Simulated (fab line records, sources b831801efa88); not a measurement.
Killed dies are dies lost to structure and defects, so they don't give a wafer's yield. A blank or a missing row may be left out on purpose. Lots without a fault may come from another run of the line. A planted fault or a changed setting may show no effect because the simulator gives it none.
fab line records | flow sky130
record lots=7 wafers=21 last_day=50
route steps=708 shown METAL1@446 VIA1@458 PAD_OPEN@708
lots that met no fault: from a run of the same line without faults
start_h: hours from the record's first day to the start of the lot's first wafer shown | wait_h: hours since the lot's step before | " the same as in the row above | L1.1+2: a row that stands for several wafers | - no value, or no start given | * or withheld: withheld | < > ~ a bound
route shown NAME@n: a module of which the file shows steps, and the number in the route of the first | usual: mean/standard deviation of fault-free wafers | same: alike in all rows | chamber/n: place in a boat | sites: the reading at each site | _std_site: their standard deviation | _edge_site: outer sites' mean less inner sites' | radius_mm: how far each site lies from the wafer's centre | mask NAME#n: copy n | behind: the tool/chamber that last shaped the wafer | hold: why the lot was held/for how many hours/how that ended | device: the transistor (n, p or np) that didn't switch | end of line: the same wafers' tests at the end of the route | a step without rows: its recipe alone | killed: dies lost to structure and defects at the first sort, not the wafer's yield | map: a wafer's dies, x killed, . not, _ none there
set.NAME: the setting as run; set.NAME@STEP: as run at that earlier step | model.NAME: the simulator's own value behind a step, which no gauge read
lots at some steps of the route; a table a step, a row a wafer
services: from which hour (start_h, from the record's first day; less than 0 if before it) a tool's chamber was out of use, for how many hours, and why
## steps
# step SKY_METAL1_EXPOSE_12
# recipe mask_id=MM1 na=0.8 source_shape=annular sigma_inner=0.55 sigma_outer=0.85 target_cd_nm=140 dose_mj=28
# step SKY_METAL1_PEB_13
# recipe peb_temp_c=withheld peb_time_s=withheld resist=KrF-thick
# step SKY_METAL1_DEVELOP_14
# recipe develop_time_s=60 resist=KrF-thick dev_temp_c=21
# step SKY_METAL1_CD_MEAS_15
# recipe target_cd_nm=140
# usual cd_nm=140.2/1.5
# columns lot.wafer tool chamber start_h wait_h cd_nm
L753.1 cd_sem-01 - 835.33 - 140.3
L753.2 " - " " 140.7
L753.6 " - " " 141.1
L756.1 cd_sem-02 - 848.48 - 138.4
L756.2 " - " " 135.9
L756.6 " - " " 136.8
L757.1 cd_sem-01 - 869.23 - 142.3
L757.5 " - " " 140.7
L757.6 " - " " 140.2
L758.1 cd_sem-01 - 871.21 - 141.2
L758.2 " - " " 141.8
L758.4 " - " " 141.8
L764.2 cd_sem-02 - 893.14 - 141.2
L764.3 " - " " 138.3
L764.4 " - " " 140.6
L767.1 cd_sem-01 - 919.98 - 140.7
L767.2 " - " " 140.6
L767.3 " - " " 140.5
L769.1 cd_sem-02 - 922.96 - 138.9
L769.4 " - " " 138.6
L769.6 " - " " 139.0
# step SKY_METAL1_OVL_MEAS_16
# usual METAL1_OVL=3/5.9
# columns lot.wafer tool chamber start_h wait_h METAL1_OVL[nm]
L753.1 overlay-02 - 835.45 0.1 3
L753.2 " - " " 5
L753.6 " - " " 0
L756.1 overlay-02 - 848.60 0.1 0
L756.2 " - " " -9
L756.6 " - " " -10
L757.1 overlay-02 - 869.35 0.1 -6
L757.5 " - " " 2
L757.6 " - " " 1
L758.1 overlay-02 - 871.33 0.1 0
L758.2 " - " " 4
L758.4 " - " " 5
L764.2 overlay-02 - 893.24 0.1 3
L764.3 " - " " -3
L764.4 " - " " 15
L767.1 overlay-01 - 920.10 0.1 -3
L767.2 " - " " 5
L767.3 " - " " 3
L769.1 overlay-01 - 923.08 0.1 1
L769.4 " - " " 2
L769.6 " - " " 6
# step SKY_METAL1_DESCUM_17
# recipe chemistry=O2 source_power_w=150 bias_power_w=0 pressure_mtorr=10 temp_c=40 time_s=8
# usual drypump_motor_current_A=5.7/0.63 oes_product_au=1.002/0.0087
# columns lot.wafer tool chamber start_h wait_h drypump_motor_current_A oes_product_au rf_hours_counter_h
L753.1 rie_metal-03 0 835.49 0.0 6.4 1.008 0
L753.2 " 1 " " 5.1 0.989 1
L753.6 " 1 " " 5.1 0.990 -
L756.1 rie_metal-01 0 848.64 0.0 6.5 1.009 12
L756.2 " 1 " " 6.3 1.003 0
L756.6 " 0 " " 6.5 1.008 -
L757.1 rie_metal-03 1 869.39 0.0 5.2 0.994 3
L757.5 " 0 " " 6.4 1.021 -
L757.6 " 1 " " 5.2 1.007 -
L758.1 rie_metal-04 0 871.37 0.0 5.1 0.996 5
L758.2 " 1 " " 5.1 0.988 7
L758.4 " 0 " " 5.1 0.999 -
L764.2 rie_metal-03 0 893.27 0.0 6.4 1.015 3
L764.3 " 1 " " 5.1 0.998 -
L764.4 " 0 " " 6.3 1.005 -
L767.1 rie_metal-04 1 920.14 0.0 5.1 0.992 8
L767.2 " 0 " " 5.1 1.011 7
L767.3 " 1 " " 5.1 0.999 -
L769.1 rie_metal-04 0 923.12 0.0 5.1 1.003 7
L769.4 " 0 " " 5.1 1.001 -
L769.6 " 0 " " 5.1 1.005 -
# step SKY_METAL1_ETCH_18
# recipe chemistry=N2/H2 target=BARC ion_energy_ev=200 bias_w=100 pressure_mtorr=30 n2_flow_sccm=100 h2_flow_sccm=200 icp_w=500 stop_on=SiO2 time_s=45.9 target_depth_a=600
# usual drypump_motor_current_A=5.7/0.62 h2_flow_sccm=200.0/0.59 oes_product_au=0.854/0.0046 throttle_valve_pct=13.224/0.009
# columns lot.wafer tool chamber start_h wait_h drypump_motor_current_A h2_flow_sccm oes_product_au rf_hours_counter_h throttle_valve_pct
L753.1 rie_metal-03 0 835.52 0.0 6.4 200.1 0.861 0 13.223
L753.2 " 1 " " 5.2 199.7 0.865 1 13.241
L753.6 " 1 " " 5.2 200.5 0.854 - 13.228
L756.1 rie_metal-01 0 848.67 0.0 6.5 201.5 0.857 12 13.209
L756.2 " 1 " " 6.3 198.9 0.852 0 13.220
L756.6 " 0 " " 6.5 201.3 0.849 - 13.210
L757.1 rie_metal-03 1 869.42 0.0 5.2 199.0 0.853 3 13.206
L757.5 " 0 " " 6.4 200.5 0.856 - 13.229
L757.6 " 1 " " 5.1 199.0 0.854 - 13.215
L758.1 rie_metal-04 0 871.40 0.0 5.1 200.0 0.859 5 13.214
L758.2 " 1 " " 5.1 199.5 0.855 7 13.219
L758.4 " 0 " " 5.1 199.5 0.851 - 13.219
L764.2 rie_metal-03 0 893.30 0.0 6.4 199.4 0.859 3 13.225
L764.3 " 1 " " 5.1 200.2 0.855 - 13.211
L764.4 " 0 " " 6.3 199.6 0.856 - 13.234
L767.1 rie_metal-04 1 920.17 0.0 5.1 201.0 0.853 8 13.230
L767.2 " 0 " " 5.1 200.6 0.853 7 13.225
L767.3 " 1 " " 5.1 200.3 0.849 - 13.235
L769.1 rie_metal-04 0 923.15 0.0 5.1 199.9 0.859 7 13.222
L769.4 " 0 " " 5.1 199.5 0.857 - 13.216
L769.6 " 0 " " 5.1 199.7 0.852 - 13.239
# step SKY_METAL1_METAL_ETCH_19
# recipe target_depth_a=3600 stop_on=SiO2 over_etch_frac=0.3 time_s=78 chemistry=Cl2/BCl3 resist_sidewall_deg=88 pressure_mtorr=10 icp_w=900 bias_w=48.5 Cl2_flow_sccm=60 bcl3_flow_sccm=30
# usual drypump_motor_current_A=5.7/0.62 oes_product_au=0.853/0.0053 throttle_valve_pct=22.263/0.0085
# columns lot.wafer tool chamber start_h wait_h drypump_motor_current_A oes_product_au rf_hours_counter_h throttle_valve_pct
L753.1 rie_metal-03 0 835.59 0.0 6.3 0.852 0 22.271
L753.2 " 1 " " 5.2 0.857 1 22.263
L753.6 " 1 " " 5.1 0.847 - 22.267
L756.1 rie_metal-01 0 848.74 0.0 6.5 0.851 12 22.260
L756.2 " 1 " " 6.3 0.848 0 22.267
L756.6 " 0 " " 6.5 0.853 - 22.273
L757.1 rie_metal-03 1 869.49 0.0 5.1 0.849 3 22.270
L757.5 " 0 " " 6.4 0.858 - 22.265
L757.6 " 1 " " 5.1 0.858 - 22.265
L758.1 rie_metal-04 0 871.46 0.0 5.1 0.853 5 22.250
L758.2 " 1 " " 5.2 0.858 7 22.249
L758.4 " 0 " " 5.1 0.860 - 22.259
L764.2 rie_metal-03 0 893.37 0.0 6.4 0.856 3 22.266
L764.3 " 1 " " 5.1 0.860 - 22.269
L764.4 " 0 " " 6.4 0.849 - 22.277
L767.1 rie_metal-04 1 920.24 0.0 5.2 0.856 9 22.269
L767.2 " 0 " " 5.1 0.857 7 22.263
L767.3 " 1 " " 5.2 0.854 - 22.262
L769.1 rie_metal-04 0 923.21 0.0 5.1 0.854 7 22.262
L769.4 " 0 " " 5.1 0.863 - 22.261
L769.6 " 0 " " 5.1 0.854 - 22.249
# step SKY_METAL1_STRIP_20
# recipe chemistry=O2/N2 power_w=1400 pressure_mtorr=1500 platen_temp_c=withheld o2_flow_sccm=3000 n2_flow_sccm=300 overash_fraction=0.5
# usual drypump_motor_current_A=5.4/0.32 oes_product_au=0.342/0.0044 strip_time_to_endpoint_s=2.68/0.035
# columns lot.wafer tool chamber start_h wait_h drypump_motor_current_A oes_product_au rf_hours_counter_h strip_time_to_endpoint_s
L753.1 plasma_asher-02 1 835.68 0.1 5.4 0.344 10 2.67
L753.2 " 0 " " 6.4 0.334 10 2.72
L753.6 " 1 " " 5.4 0.347 - 2.71
L756.1 plasma_asher-03 1 848.83 0.1 5.4 0.340 42 2.62
L756.2 " 0 " " 5.3 0.347 42 2.64
L756.6 " 1 " " 5.4 0.344 - 2.62
L757.1 plasma_asher-03 1 869.58 0.1 5.4 0.345 44 2.70
L757.5 " 1 " " 5.4 0.340 - 2.64
L757.6 " 0 " " 5.2 0.348 - 2.74
L758.1 plasma_asher-03 1 871.55 0.1 5.4 0.350 44 2.65
L758.2 " 0 " " 5.2 0.346 44 2.74
L758.4 " 0 " " 5.3 0.341 - 2.69
L764.2 plasma_asher-03 0 893.46 0.1 5.2 0.330 46 2.61
L764.3 " 0 " " 5.2 0.347 - 2.67
L764.4 " 1 " " 5.4 0.337 - 2.61
L767.1 plasma_asher-03 1 920.33 0.1 5.4 0.348 49 2.68
L767.2 " 0 " " 5.3 0.334 49 2.64
L767.3 " 0 " " 5.2 0.343 - 2.66
L769.1 plasma_asher-03 0 923.30 0.1 5.2 0.342 49 2.70
L769.4 " 0 " " 5.2 0.342 - 2.64
L769.6 " 1 " " 5.4 0.338 - 2.65
# step SKY_METAL1_STRIP_21
# recipe chemistry=post_etch_residue_remover time_s=1200 temp_c=72.5
# step SKY_METAL1_CLEAN_22
# recipe chemistry=IPA time_s=180 temp_c=25
# step SKY_METAL1_CLEAN_23
# recipe chemistry=O3/DIW dry=n2_spin
# step SKY_VIA1_HDPCVD_00
# recipe material=SiO2 target_thk_nm=1030 sigma_open_frac=0.3 time_s=171.7 temp_c=400 sih4_flow_sccm=60 pressure_mtorr=6
# columns lot.wafer tool chamber start_h wait_h model.SiO2_of_VIA1_HDPCVD_00.thk_nm
L753.1 hdpcvd-02 0 836.28 0.0 1042
L753.2 " 2 " " 1031
L753.6 " 0 " " 1027
L756.1 hdpcvd-02 0 849.42 0.0 1320
L756.2 " 2 " " 1019
L756.6 " 0 " " 1350
L757.1+6 hdpcvd-02 1,0 870.21 0.0 1330
L757.5 " 1 " " 1329
L758.1 hdpcvd-02 1 872.18 0.0 1345
L758.2 " 0 " " 1010
L758.4 " 2 " " 1017
L764.2+3 hdpcvd-01 0,1 894.11 0.0 1032
L764.4 " 1 " " 1044
L767.1 hdpcvd-01 1 920.92 0.0 1025
L767.2 " 2 " " 1015
L767.3 " 0 " " 1013
L769.1+4 hdpcvd-01 2,0 923.90 0.0 1024
L769.6 " 1 " " 1025
# step SKY_VIA1_THK_MEAS_01
# recipe reads=SiO2_of_VIA1_HDPCVD_00
# usual VIA1_HDPCVD_THK=1023/9.6
# columns lot.wafer tool chamber start_h wait_h VIA1_HDPCVD_THK[nm]
L753.1 film_metro-01 - 836.39 0.1 1042
L753.2 " - " " 1032
L753.6 " - " " 1027
L756.1 film_metro-02 - 849.56 0.1 1319
L756.2 " - " " 1019
L756.6 " - " " 1349
L757.1 film_metro-01 - 870.32 0.1 1330
L757.5 " - " " 1329
L757.6 " - " " 1330
L758.1 film_metro-04 - 872.29 0.1 1344
L758.2 " - " " 1009
L758.4 " - " " 1017
L764.2 film_metro-04 - 894.23 0.1 1031
L764.3 " - " " 1032
L764.4 " - " " 1044
L767.1 film_metro-01 - 921.03 0.1 1025
L767.2 " - " " 1014
L767.3 " - " " 1013
L769.1 film_metro-02 - 924.01 0.1 1023
L769.4 " - " " 1024
L769.6 " - " " 1025
# step SKY_VIA1_CMP_02
# recipe material=SiO2 down_force_psi=4 platen_rpm=60 pad_velocity_m_s=0.94248
# usual motor_current_A=12.0/1.3
# columns lot.wafer tool chamber start_h wait_h motor_current_A
L753.1 cmp-01 3 836.45 0.1 11.8
L753.2 " 0 " " 12.5
L753.6 " 3 " " 12.9
L756.2 cmp-01 0 849.62 0.0 12.1
L756.1 " 3 " " 12.3
L756.6 " 1 " " 13.5
L757.1 cmp-02 2 870.38 0.1 12.8
L757.6 " 2 " " 12.8
L757.5 " 3 " " 11.7
L758.1 cmp-02 0 872.35 0.1 12.4
L758.4 " 2 " " 13.1
L758.2 " 3 " " 10.8
L764.3 cmp-02 2 894.28 0.0 12.8
L764.2 " 0 " " 12.5
L764.4 " 1 " " 12.8
L767.1 cmp-01 3 921.09 0.1 12.0
L767.2 " 1 " " 12.4
L767.3 " 2 " " 9.4
L769.1 cmp-01 0 924.07 0.1 12.3
L769.4 " 2 " " 9.2
L769.6 " 1 " " 13.1
# step SKY_PAD_OPEN_PROBE_99
# usual defect_limited_yield=82.3/1.9 killed_at_M0_to_M3=43/7.4 killed_at_M4_up=3.3/2 killed_at_contacts=24/5.4 killed_at_front_end=16/4.2 killed_at_other=0.3/0.61 killed_dies=87/9.4 killed_open=47/7.3 killed_short=40/6.7 sort_bin_3_pad_short=0.9/0.43 sort_bin_5_function=10.4/1.4 sort_bin_6_memory=6.4/1.2 sort_n_pass=405/9.4 sort_yield_pct=82.3/1.9
# same gross_dies=492 killed_at_back_side=0 sort_bin_4_leakage[%]=0 sort_bin_8_speed[%]=0
# columns lot.wafer tool chamber start_h wait_h defect_limited_yield[%] killed_at_M0_to_M3 killed_at_M4_up killed_at_contacts killed_at_front_end killed_at_other killed_dies killed_open killed_short sort_bin_3_pad_short[%] sort_bin_5_function[%] sort_bin_6_memory[%] sort_n_pass sort_yield_pct[%]
L753.1 prober-02 - 1131.16 0.1 81.5 46 4 18 23 0 91 47 42 0.4 10.6 7.5 401 81.5
L753.2 prober-02 - 1131.21 0.1 84.1 43 0 17 16 2 78 39 38 1.0 8.5 6.3 414 84.1
L753.6 prober-02 - 1131.41 0.2 81.7 51 3 19 17 0 90 58 30 0 11.4 6.9 402 81.7
L756.1 prober-01 - 1141.38 0.1 82.9 38 9 28 9 0 84 46 38 0.4 11.0 5.7 408 82.9
L756.2 prober-01 - 1141.43 0.1 79.3 50 4 38 10 0 102 51 51 1.6 10.4 8.7 390 79.3
L756.6 prober-01 - 1141.63 0.2 81.1 48 2 18 24 1 93 56 37 1.0 11.6 6.3 399 81.1
L757.1 prober-02 - 1155.38 0.1 82.1 43 1 28 16 0 88 48 40 1.0 9.6 7.3 404 82.1
L757.5 prober-02 - 1155.58 0.2 84.3 32 4 29 12 0 77 42 35 0.8 10.6 4.3 415 84.3
L757.6 prober-02 - 1155.63 0.2 81.9 53 3 22 11 0 89 46 43 0.6 11.4 6.1 403 81.9
L758.1 prober-01 - 1156.84 0.1 82.5 48 2 24 12 0 86 49 35 0.8 10.6 6.1 406 82.5
L758.2 prober-01 - 1156.89 0.1 84.6 39 4 20 13 0 76 37 38 1.0 9.1 5.3 416 84.6
L758.4 prober-01 - 1156.99 0.2 78.3 49 7 26 23 2 107 63 41 0.2 12.2 9.3 385 78.3
L764.2 prober-02 - 1172.60 0.1 81.5 42 3 30 16 0 91 47 44 1.0 11.0 6.5 401 81.5
L764.3 prober-02 - 1172.65 0.2 82.1 44 3 19 22 0 88 49 39 1.0 11.0 5.9 404 82.1
L764.4 prober-02 - 1172.70 0.2 84.8 32 4 23 16 0 75 36 39 1.4 8.1 5.7 417 84.8
L767.1 prober-01 - 1192.03 0.1 81.7 47 1 19 23 0 90 56 34 0.8 10.6 6.9 402 81.7
L767.2 prober-01 - 1192.08 0.1 82.5 41 5 23 17 0 86 49 37 0.8 10.6 6.1 406 82.5
L767.3 prober-01 - 1192.13 0.2 85.8 39 4 19 8 0 70 45 25 0.4 8.1 5.7 422 85.8
L769.1 prober-02 - 1193.02 0.1 84.6 26 1 22 27 0 76 36 39 1.4 7.7 6.3 416 84.6
L769.4 prober-02 - 1193.17 0.2 80.7 54 3 18 19 1 95 50 45 1.2 11.4 6.7 397 80.7
L769.6 prober-02 - 1193.27 0.2 85.0 32 3 22 16 1 74 32 42 0.8 7.1 7.1 418 85.0
# killed by level:class
L753.1 VIA1:geometric_particle:open=12 VIA3:geometric_particle:short=8 VIA2:geometric_particle:open=8 FIELD_ISO:geometric_particle:open=7 METAL2:geometric_particle:short=7 LOCAL_INTERCONNECT:geometric_particle:short=5 CONTACT:geometric_particle:short=5 FIELD_ISO:geometric_particle:short=4
L753.2 VIA2:geometric_particle:open=8 METAL1:geometric_particle:short=7 VIA1:geometric_particle:open=6 FIELD_ISO:geometric_particle:open=5 CONTACT:geometric_particle:open=5 LOCAL_INTERCONNECT:geometric_particle:short=5 VIA1:geometric_particle:short=5 METAL2:geometric_particle:short=5
L753.6 CONTACT:geometric_particle:open=11 VIA3:geometric_particle:open=11 VIA2:geometric_particle:open=11 VIA1:geometric_particle:open=9 FIELD_ISO:geometric_particle:open=5 VIA2:geometric_particle:short=5 VIA3:geometric_particle:short=4 POLY_GATE:geometric_particle:open=3
L756.1 CONTACT:geometric_particle:open=12 VIA1:geometric_particle:open=9 VIA2:geometric_particle:open=7 METAL4:geometric_particle:short=7 CONTACT:geometric_particle:short=5 LI_CONTACT:geometric_particle:open=5 METAL1:geometric_particle:short=4 VIA3:geometric_particle:short=4
L756.2 VIA1:geometric_particle:open=15 LI_CONTACT:geometric_particle:open=11 LOCAL_INTERCONNECT:geometric_particle:short=10 CONTACT:geometric_particle:open=9 METAL2:geometric_particle:short=8 VIA2:geometric_particle:short=5 CONTACT:geometric_particle:short=5 VIA1:geometric_particle:short=5
L756.6 CONTACT:geometric_particle:open=9 VIA2:geometric_particle:open=9 VIA1:geometric_particle:open=9 VIA3:geometric_particle:open=8 POLY_GATE:geometric_particle:open=6 POLY_GATE:geometric_particle:short=6 METAL2:geometric_particle:short=6 VIA2:geometric_particle:short=5
L757.1 VIA3:geometric_particle:open=10 LOCAL_INTERCONNECT:geometric_particle:short=9 VIA1:geometric_particle:open=9 FIELD_ISO:geometric_particle:short=7 LI_CONTACT:geometric_particle:open=7 CONTACT:geometric_particle:open=6 METAL2:geometric_particle:short=5 VIA2:geometric_particle:open=4
L757.5 CONTACT:geometric_particle:open=11 LI_CONTACT:geometric_particle:open=6 VIA3:geometric_particle:open=6 FIELD_ISO:geometric_particle:short=5 LI_CONTACT:geometric_particle:short=5 VIA2:geometric_particle:open=5 CONTACT:geometric_particle:short=4 METAL2:geometric_particle:short=4
L757.6 VIA1:geometric_particle:open=11 VIA2:geometric_particle:open=8 LI_CONTACT:geometric_particle:open=7 VIA1:geometric_particle:short=7 METAL2:geometric_particle:short=7 VIA3:geometric_particle:open=6 VIA3:geometric_particle:short=5 POLY_GATE:geometric_particle:open=4
L758.1 LI_CONTACT:geometric_particle:open=10 CONTACT:geometric_particle:open=10 VIA3:geometric_particle:open=9 VIA3:geometric_particle:short=7 METAL1:geometric_particle:short=7 VIA1:geometric_particle:open=6 VIA2:geometric_particle:open=5 FIELD_ISO:geometric_particle:open=4
L758.2 CONTACT:geometric_particle:open=7 METAL1:geometric_particle:short=6 POLY_GATE:geometric_particle:open=5 LI_CONTACT:geometric_particle:open=5 VIA1:geometric_particle:open=5 VIA2:geometric_particle:open=5 VIA3:geometric_particle:open=5 METAL4:geometric_particle:short=4
L758.4 LI_CONTACT:geometric_particle:open=11 VIA1:geometric_particle:open=11 VIA3:geometric_particle:open=9 CONTACT:geometric_particle:open=8 FIELD_ISO:geometric_particle:open=7 POLY_GATE:geometric_particle:open=6 METAL1:geometric_particle:short=5 VIA2:geometric_particle:open=5
L764.2 VIA1:geometric_particle:short=10 CONTACT:geometric_particle:open=8 CONTACT:geometric_particle:short=8 LI_CONTACT:geometric_particle:open=7 VIA1:geometric_particle:open=7 VIA3:geometric_particle:open=7 METAL1:geometric_particle:short=6 VIA2:geometric_particle:open=6
L764.3 FIELD_ISO:geometric_particle:short=10 LI_CONTACT:geometric_particle:open=8 VIA1:geometric_particle:short=8 FIELD_ISO:geometric_particle:open=7 VIA3:geometric_particle:open=7 METAL1:geometric_particle:short=7 CONTACT:geometric_particle:open=6 VIA2:geometric_particle:open=6
L764.4 CONTACT:geometric_particle:open=8 FIELD_ISO:geometric_particle:open=7 VIA1:geometric_particle:open=7 LOCAL_INTERCONNECT:geometric_particle:short=6 METAL2:geometric_particle:short=6 VIA1:geometric_particle:short=5 METAL1:geometric_particle:short=4 METAL4:geometric_particle:short=4
L767.1 VIA1:geometric_particle:open=15 VIA2:geometric_particle:open=8 CONTACT:geometric_particle:open=7 FIELD_ISO:geometric_particle:short=6 POLY_GATE:geometric_particle:open=6 VIA1:geometric_particle:short=6 FIELD_ISO:geometric_particle:open=5 LI_CONTACT:geometric_particle:open=5
L767.2 VIA1:geometric_particle:open=8 VIA2:geometric_particle:open=7 CONTACT:geometric_particle:open=6 CONTACT:geometric_particle:short=6 METAL2:geometric_particle:short=6 POLY_GATE:geometric_particle:short=5 POLY_GATE:geometric_particle:open=5 LOCAL_INTERCONNECT:geometric_particle:short=5
L767.3 VIA2:geometric_particle:open=10 CONTACT:geometric_particle:open=8 VIA1:geometric_particle:open=8 VIA3:geometric_particle:open=5 LI_CONTACT:geometric_particle:open=5 CONTACT:geometric_particle:short=4 VIA1:geometric_particle:short=3 METAL2:geometric_particle:open=3
L769.1 FIELD_ISO:geometric_particle:short=9 CONTACT:geometric_particle:open=8 POLY_GATE:geometric_particle:open=6 LI_CONTACT:geometric_particle:open=5 LOCAL_INTERCONNECT:geometric_particle:short=4 CONTACT:geometric_particle:short=4 VIA1:geometric_particle:short=4 POLY_GATE:geometric_particle:short=3
L769.4 VIA1:geometric_particle:open=12 VIA3:geometric_particle:open=8 METAL1:geometric_particle:short=7 FIELD_ISO:geometric_particle:short=6 CONTACT:geometric_particle:open=6 METAL3:geometric_particle:short=6 METAL1:geometric_particle:open=5 POLY_GATE:geometric_particle:open=4
L769.6 LI_CONTACT:geometric_particle:open=8 FIELD_ISO:geometric_particle:short=6 VIA1:geometric_particle:open=6 VIA2:geometric_particle:short=6 METAL2:geometric_particle:short=5 LOCAL_INTERCONNECT:geometric_particle:short=5 LI_CONTACT:geometric_particle:short=4 CONTACT:geometric_particle:open=4
## services
# columns tool chamber start_h hours kind
rie_metal-03 0 812.65 - clean
rie_metal-03 0 812.65 17.5 scheduled_down
rie_metal-03 0 812.65 17.5 vent_cycle
rie_metal-01 1 813.74 - clean
rie_metal-01 1 813.74 22.3 scheduled_down
rie_metal-01 1 813.74 22.3 vent_cycle
rie_metal-01 - 823.82 0.6 repair
rie_metal-03 - 830.95 2.8 pm
cmp-02 - 831.01 2.0 repair
plasma_asher-02 - 837.64 1.6 repair
rie_metal-04 - 872.41 2.8 pm
cmp-01 - 895.85 2.3 repair
hdpcvd-01 - 902.25 0.3 repair
cmp-01 - 912.00 4.0 pm
hdpcvd-01 0 914.55 2.2 repair
cmp-01 - 916.00 - consumable_replace:conditioner
cmp-01 - 916.00 - consumable_replace:pad
## key
first_sign step=SKY_VIA1_THK_MEAS_01 reading=VIA1_HDPCVD_THK direction=up sigmas=32 usual=1023 struck=1334
effect none on later readings
model_effect step=SKY_VIA1_HDPCVD_00 value=SiO2_of_VIA1_HDPCVD_00.thk_nm without=1017 struck=1334
met_at SKY_VIA1_HDPCVD_00
struck_wafers L756.1,L756.6,L757.1,L757.5,L757.6,L758.1
onset_between 836.28 849.42
fault kind=process_parameter_drift tool=hdpcvd-02 chamber=- onset_h=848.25 steps=SKY_VIA1_HDPCVD_00 channel=target_thk_nm offset=316.88 shape=step end_h=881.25 scope=struck_wafers_only acts_in=these_recipes_only stated=1030
